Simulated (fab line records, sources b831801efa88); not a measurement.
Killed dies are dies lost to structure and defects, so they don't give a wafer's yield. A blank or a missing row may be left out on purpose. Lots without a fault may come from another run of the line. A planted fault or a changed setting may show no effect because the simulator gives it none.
Which tool did it? | flow gf180mcu | 12 lots, 36 wafers sampled, at 6 steps of a route of 602

WHAT THE GAUGES READ, wafer by wafer
GF_HV_LDD_CD_MEAS_31: target cd 400 nm.
lot  | measured     | on        | cd_nm (nm)
L683 | day 11 13:34 | cd_sem-02 | 397.5 395.5 396.4
L685 | day 12 01:25 | cd_sem-01 | 400.0 401.6 402.5
L690 | day 13 20:07 | cd_sem-01 | 401.4 402.5 401.6
L691 | day 14 10:03 | cd_sem-02 | 398.3 396.7 396.1
L692 | day 14 10:21 | cd_sem-02 | 400.3 399.5 399.5
L695 | day 15 12:43 | cd_sem-02 | 400.8 404.3 404.0
L696 | day 15 20:55 | cd_sem-02 | 402.4 400.2 401.7
L697 | day 16 07:52 | cd_sem-01 | 401.0 397.5 397.7
L698 | day 16 18:17 | cd_sem-02 | 397.3 398.1 399.3
L702 | day 17 17:45 | cd_sem-01 | 396.5 399.4 396.8
L703 | day 18 01:01 | cd_sem-02 | 399.4 399.1 398.9
L705 | day 18 20:14 | cd_sem-02 | 400.0 398.0 399.9

GF_PSD_TW_MEAS_11.
lot  | measured     | on            | PSD_TW
L683 | day 14 04:35 | film_metro-02 | 3174 3168 3173
L685 | day 14 19:19 | film_metro-03 | 3197 3193 3200
L690 | day 16 16:55 | film_metro-01 | 31 30 31 30 30 30
L691 | day 17 08:20 | film_metro-03 | 30 30 30 30 30 30
L692 | day 17 08:38 | film_metro-03 | 30 30 30 30 30 30
L695 | day 18 14:40 | film_metro-02 | 3142 3133 3146
L696 | day 18 21:41 | film_metro-01 | 3214 3206 3195
L697 | day 19 09:52 | film_metro-01 | 3199 3229 3222
L698 | day 19 21:56 | film_metro-03 | 3211 3185 3199
L702 | day 20 22:07 | film_metro-02 | 3136 3156 3141
L703 | day 21 05:40 | film_metro-01 | 3235 3211 3220
L705 | day 21 23:56 | film_metro-03 | 3208 3208 3196

GF_CONTACT_THK_MEAS_01.
lot  | measured     | on            | CONTACT_CVD_00_THK (nm)
L683 | day 15 03:10 | film_metro-02 | 293.6 298.4 295.1
L685 | day 15 17:59 | film_metro-03 | 297.1 302.1 305.0
L695 | day 19 14:58 | film_metro-02 | 298.7 296.2 296.4
L696 | day 19 23:16 | film_metro-02 | 296.9 296.6 297.6
L697 | day 20 11:14 | film_metro-03 | 300.0 304.5 303.2
L698 | day 20 23:14 | film_metro-04 | 297.4 297.3 300.7
L702 | day 21 23:11 | film_metro-04 | 299.5 298.2 301.5
L703 | day 22 06:56 | film_metro-03 | 299.6 297.0 294.3
L705 | day 23 00:22 | film_metro-04 | 300.0 298.7 297.4

WHICH TOOL RAN EACH LOT (tool, then ch and the chambers of the sampled wafers, then the start)
lot  | GF_NSD_STRIP_11                      | GF_PSD_STRIP_10                      | GF_SALICIDE_SPUTTER_03
L683 | plasma_asher-04 ch 0,1, day 13 07:51 | plasma_asher-03 ch 0,1, day 14 04:30 | pvd_sputter-02, day 15 02:36
L685 | plasma_asher-04 ch 0,1, day 13 22:49 | plasma_asher-03 ch 0,1, day 14 19:13 | pvd_sputter-04, day 15 17:26
L690 | plasma_asher-04 ch 0,1, day 15 18:19 | plasma_asher-03 ch 0,1, day 16 16:49 | -
L691 | plasma_asher-03 ch 1, day 16 09:11   | plasma_asher-03 ch 0,1, day 17 08:14 | -
L692 | plasma_asher-04 ch 0,1, day 16 09:37 | plasma_asher-01 ch 0,1, day 17 08:32 | -
L695 | plasma_asher-01 ch 0,1, day 17 14:38 | plasma_asher-01 ch 0,1, day 18 14:34 | pvd_sputter-02, day 19 14:23
L696 | plasma_asher-04 ch 0,1, day 17 22:16 | plasma_asher-01 ch 0,1, day 18 21:35 | pvd_sputter-02, day 19 22:41
L697 | plasma_asher-04 ch 0, day 18 10:47   | plasma_asher-01 ch 0, day 19 09:46   | pvd_sputter-02, day 20 10:41
L698 | plasma_asher-03 ch 1, day 18 21:25   | plasma_asher-02 ch 0,1, day 19 21:50 | pvd_sputter-01, day 20 22:41
L702 | plasma_asher-04 ch 0,1, day 19 21:50 | plasma_asher-01 ch 0,1, day 20 22:01 | pvd_sputter-04, day 21 22:37
L703 | plasma_asher-04 ch 0,1, day 20 05:20 | plasma_asher-01 ch 0,1, day 21 05:34 | pvd_sputter-01, day 22 06:16
L705 | plasma_asher-01 ch 0,1, day 21 00:22 | plasma_asher-03 ch 0,1, day 21 23:50 | pvd_sputter-04, day 22 23:47
- GF_NSD_STRIP_11: strips in O2/N2.
- GF_PSD_STRIP_10: strips in O2/N2.
- GF_SALICIDE_SPUTTER_03: material TiN, target thk 20 nm, time 16.7 s.

WHAT THE TOOLS THEMSELVES READ (means of the sampled wafers that have a number; where no wafer has one, the mark that the record gives instead)
GF_NSD_STRIP_11.
lot  | tool            | chamber_pressure_mTorr (mTorr) | drypump_motor_current_A (A) | heater_power_w (W) | oes_product_au (a.u.) | strip_time_to_endpoint_s (s)
L683 | plasma_asher-04 | 1500                           | 5.5                         | 311                | 0.480                 | 22.93
L685 | plasma_asher-04 | 1499                           | 5.3                         | 302                | 0.488                 | 22.98
L690 | plasma_asher-04 | -                              | -                           | -                  | -                     | -
L691 | plasma_asher-03 | -                              | -                           | -                  | -                     | -
L692 | plasma_asher-04 | -                              | -                           | -                  | -                     | -
L695 | plasma_asher-01 | 1500                           | 5.8                         | 346                | 0.489                 | 22.93
L696 | plasma_asher-04 | 1501                           | 5.4                         | 298                | 0.491                 | 22.94
L697 | plasma_asher-04 | 1499                           | 5.7                         | 323                | 0.490                 | 23.02
L698 | plasma_asher-03 | 1501                           | 6.6                         | 361                | 0.486                 | 22.94
L702 | plasma_asher-04 | 1499                           | 5.5                         | 310                | 0.487                 | 22.97
L703 | plasma_asher-04 | 1500                           | 5.4                         | 296                | 0.488                 | 22.94
L705 | plasma_asher-01 | 1500                           | 5.5                         | 317                | 0.487                 | 22.99

GF_PSD_STRIP_10.
lot  | tool            | chamber_pressure_mTorr (mTorr) | drypump_motor_current_A (A) | heater_power_w (W) | oes_product_au (a.u.) | strip_time_to_endpoint_s (s)
L683 | plasma_asher-03 | 1500.8                         | 6.6                         | 350                | 0.590                 | 16.48
L685 | plasma_asher-03 | 1500.0                         | 6.5                         | 346                | 0.597                 | 16.52
L690 | plasma_asher-03 | 1499.5                         | 6.6                         | 344                | 0.655                 | 31.46
L691 | plasma_asher-03 | 1499.2                         | 6.6                         | 333                | 0.656                 | 31.43
L692 | plasma_asher-01 | 1500.5                         | 5.8                         | 345                | 0.657                 | 31.51
L695 | plasma_asher-01 | 1499.8                         | 5.5                         | 316                | 0.590                 | 16.51
L696 | plasma_asher-01 | 1498.8                         | 5.8                         | 345                | 0.589                 | 16.52
L697 | plasma_asher-01 | 1498.7                         | 5.3                         | 285                | 0.589                 | 16.55
L698 | plasma_asher-02 | 1499.3                         | 5.8                         | 363                | 0.593                 | 16.53
L702 | plasma_asher-01 | 1500.0                         | 5.8                         | 352                | 0.589                 | 16.55
L703 | plasma_asher-01 | 1500.7                         | 5.8                         | 348                | 0.592                 | 16.50
L705 | plasma_asher-03 | 1501.8                         | 6.6                         | 351                | 0.594                 | 16.54

GF_SALICIDE_SPUTTER_03.
lot  | tool           | throttle_valve_pct (%)
L683 | pvd_sputter-02 | 29.6
L685 | pvd_sputter-04 | 30.1
L695 | pvd_sputter-02 | 29.6
L696 | pvd_sputter-02 | 29.7
L697 | pvd_sputter-02 | 30.4
L698 | pvd_sputter-01 | 29.8
L702 | pvd_sputter-04 | 30.4
L703 | pvd_sputter-01 | 29.0
L705 | pvd_sputter-04 | 30.5

THE ANSWER, worked out from the rows above alone
Rule: what is usual is taken from the lots themselves. Put in order of their means at a reading, lots are off if they are a third of the lots or fewer, leave a main group of 4 or more, and stand apart from it by a gap of 3 or more times the standard deviation of the main group's means; of several such gaps the widest counts. A main group whose means are all the same, to the digits that the tables above print for the reading, isn't used. A lot without any number at a reading at which 4 lots or more have one is off too. The other lots that the step has rows for count as sound. The gauges are gone through in route order, then the tools' own readings, and for those a lot's mean is taken as printed above. The first step at which some lot is off is used, and at that step the reading that is off furthest; a lot without a number counts as furthest.
Off: L690, L691, L692, at GF_PSD_TW_MEAS_11 (PSD_TW). The main group: mean 3189, standard deviation 28.
A tool fits if, at a process step before that reading, it ran every lot that is off, and no sound lot after the first of them. The gauges at GF_PSD_TW_MEAS_11 aren't tried: what is off there is off at GF_NSD_STRIP_11 too, on other tools, and a gauge's error can't cause that. None of those tried fits.

WHAT THE SIMULATOR HAD PUT IN
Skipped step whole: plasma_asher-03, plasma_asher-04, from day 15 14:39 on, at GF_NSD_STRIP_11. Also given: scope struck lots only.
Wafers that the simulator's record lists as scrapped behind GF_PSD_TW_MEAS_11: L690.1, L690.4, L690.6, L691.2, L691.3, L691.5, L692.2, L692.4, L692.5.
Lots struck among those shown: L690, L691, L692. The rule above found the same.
